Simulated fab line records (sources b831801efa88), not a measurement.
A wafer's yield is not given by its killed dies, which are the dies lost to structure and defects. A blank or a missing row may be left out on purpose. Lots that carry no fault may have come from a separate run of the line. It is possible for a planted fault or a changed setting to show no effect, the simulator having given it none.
A lot that was struck, set against a sound lot || flow gf180mcu || 22 out of 602 route steps
Sound: wafers L942.1, L942.2, L942.3. The struck wafers were L947.1, L947.3, L947.5. The cause is given at the end.
Order at every step that has rows: each side's tool, ch and its chambers, its first start. Under that, the readings that differ: sound wafers || struck wafers || difference of the means || sigmas: that difference in standard deviations of wafers without a fault.
alike: words and numbers the same on both sides, and readings whose means are apart by under 2 such deviations; not compared: readings that were withheld, readings missing a value for some wafer, numbers with overlapping values and no deviation given by the record, and bounds like >300 which may hide the same value.
The two part at a step that has a row with sigmas, a row that says differs or no value, or rows on one side only. Non-overlapping numbers with no deviation appear without sigmas and do not part them. A reading that every wafer of one side lacks parts them only if that side has two wafers or more.

first, 6 steps without rows for these wafers: GF_VT_IMPLANT_HMDS_23 (prime time 60 s); GF_VT_IMPLANT_COAT_24 (resist thk 1000 nm); GF_VT_IMPLANT_SOFTBAKE_25 (time 60 s); GF_VT_IMPLANT_EXPOSE_26 (exposes mask LVPWELL HV AREA, target cd 860 nm); GF_VT_IMPLANT_PEB_27; GF_VT_IMPLANT_DEVELOP_28 (develop time 60 s).
GF_VT_IMPLANT_OVL_MEAS_29:
  sound: overlay-01 at day 7 16:36; struck: overlay-01 at day 9 03:18
  alike: VT_IMPLANT_02_OVL
after that, 1 step had no rows for these wafers: GF_VT_IMPLANT_IMPLANT_30.
GF_VT_IMPLANT_STRIP_31: strips in O2/N2.
  sound on plasma asher-03 ch 0,1, day 7 16:47; struck on plasma asher-01 ch 0,1, day 9 03:29
  alike: drypump motor current A, heater power w, o2 flow sccm, oes product au, strip time to endpoint s
  not compared: rf hours counter h
GF_VT_IMPLANT_TW_MEAS_32:
  sound: film metro-03 at day 7 16:53; struck: film metro-02 at day 9 03:35
{"reading": "VT_IMPLANT_3_TW", "sound": "273 273 273", "struck": "265 264 265", "difference": -8, "sigmas": -3}
then, 2 steps without rows for these wafers: GF_VT_IMPLANT_DEHYDRATE_33 (time 60 s); GF_VT_IMPLANT_HMDS_34 (prime time 60 s).
GF_VT_IMPLANT_COAT_35: resist thk 1000 nm.
  sound on litho track-01 ch 0, day 8 00:42; struck on litho track-01 ch 0, day 9 11:51
{"reading": "model.NOVOLAK_of_VT_IMPLANT_COAT_35.thk nm (nm)", "sound": "1004 1004 1002", "struck": "967.3 966.8 968.6", "difference": -35.8, "sigmas": ""}
  alike: exhaust pa, resist line temp C
then, 3 steps without rows for these wafers: GF_VT_IMPLANT_SOFTBAKE_36 (time 60 s); GF_VT_IMPLANT_EXPOSE_37 (exposes mask Nwell HV AREA, target cd 860 nm); GF_VT_IMPLANT_PEB_38.
GF_VT_IMPLANT_DEVELOP_39: develop time 60 s.
  sound on litho track-04 ch 0, day 8 08:27; struck on litho track-01 ch 0, day 9 20:24
{"reading": "model.NOVOLAK_of_VT_IMPLANT_COAT_35.thk nm (nm)", "sound": "1003 1004 1001", "struck": "966.8 966.4 968.2", "difference": -35.5, "sigmas": ""}
  alike: exhaust pa, resist line temp C
GF_VT_IMPLANT_OVL_MEAS_40:
  sound: overlay-01 at day 8 08:36; struck: overlay-01 at day 9 20:33
  alike: VT_IMPLANT_03_OVL
after that, 1 step had no rows for these wafers: GF_VT_IMPLANT_IMPLANT_41.
GF_VT_IMPLANT_STRIP_42: strips in O2/N2.
  sound on plasma asher-04 ch 0,1, day 8 08:47; struck on plasma asher-04 ch 0,1, day 9 20:44
{"reading": "strip time to endpoint s (s)", "sound": "12.68 12.69 12.64", "struck": "12.24 12.26 12.28", "difference": -0.41, "sigmas": -10}
  alike: drypump motor current A, heater power w, o2 flow sccm, oes product au
  not compared: rf hours counter h
GF_VT_IMPLANT_TW_MEAS_43:
  sound: film metro-04 at day 8 08:53; struck: film metro-03 at day 9 20:50
  alike: VT_IMPLANT_4_TW
-- the record jumps here: 22 days lie between the struck wafers' starts before and after (it left off in module VT_IMPLANT and takes up again in module PASSIVATION, whose first step shown is number 602 of the route) --
GF_PASSIVATION_PROBE_99:
  rows exist in the record for the struck wafers here (prober-01, day 31 11:52), but not for the sound ones

## WHERE THEY PART
Earliest at GF_VT_IMPLANT_TW_MEAS_32; latest, in this record, at GF_PASSIVATION_PROBE_99.

WHY: what the simulator had put in
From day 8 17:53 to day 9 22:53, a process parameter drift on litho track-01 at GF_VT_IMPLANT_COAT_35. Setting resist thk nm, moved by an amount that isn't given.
